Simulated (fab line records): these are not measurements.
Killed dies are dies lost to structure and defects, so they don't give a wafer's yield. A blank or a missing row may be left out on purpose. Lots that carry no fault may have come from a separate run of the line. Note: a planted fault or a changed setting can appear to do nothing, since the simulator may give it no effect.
Problem report, 8D (eight disciplines) form, completed by code | flow gf180mcu | the parts of the form that need people (team, actions taken, sign-off) are left out

## 1. WHAT WENT WRONG
Mean of dose-ions-cm2 at GF_HV_LDD_IMPLANT_36: 7.882e+12 across 6 wafers in 2 lots; on wafers with no fault it is 7.501e+12 (standard deviation 9e+09). That puts it +42 standard deviations away from the usual mean.
First seen on wafer L433.1, day 15 03:55, on implanter-04. The record has a number at this step for 18 wafers belonging to 6 lots. Rule for "out" (also "out of limits"): further than 4 standard deviations from the usual mean. The rest of the wafers with a number are treated as sound.

## 2. WHAT IT IS; WHAT IT IS NOT
question                    | is                     | is not
which readings at this step | dose-ions-cm2          | -
which lots                  | L433, L435             | L425, L427, L431, L438
which wafers of those lots  | all that have a number | -
read on which tools         | implanter-04           | implanter-01, implanter-02
when                        | from day 15 03:55      | up to then (9 sound wafers); but 3 sound wafers of L438 came after

## 3. WHAT RULES OUT EACH SUSPECT
Counting: a tool stays on the suspect list if, at a process step up to the reading, it processed all lots that are out and no sound lot following the first of them.
- implanter-04 at GF_HV_LDD_IMPLANT_36: kept. It processed each lot that is out, first L433 at day 15 03:55, and no sound lot thereafter; up to then, the last sound lot it processed was L425 at day 12 12:14. On those wafers its own readings are out: dose-ions-cm2.
The count leaves implanter-04 at GF_HV_LDD_IMPLANT_36.

## 4. THE CAUSE (what the simulator had put in)
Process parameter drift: implanter-04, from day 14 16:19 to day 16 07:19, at GF_HV_LDD_IMPLANT_36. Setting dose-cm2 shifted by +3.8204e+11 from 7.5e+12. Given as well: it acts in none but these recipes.
Only this tool survived the counting.

## 5. THE EFFECT CHAIN, in route order
One row per reading whose mean, taken over the struck wafers that have a number, lies over 3 standard deviations from the usual. Only readings for which the record gives a usual standard deviation are gone through. hours: the time from each lot's start at the first step in this table that gives one to its start at this step, as a median over the lots. sigmas: the change in usual standard deviations.
hours | step                 | reading       | usual     | on struck wafers | change     | sigmas
0     | GF_HV_LDD_IMPLANT_36 | dose-ions-cm2 | 7.501e+12 | 7.882e+12        | +3.812e+11 | +42
It contains these process steps:
- GF_HV_LDD_IMPLANT_36

## 6. WHAT WOULD HAVE CAUGHT IT SOONER
In this record no reading fell out of limits until day 15 03:55, 12 hours after the fault had begun at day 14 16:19.
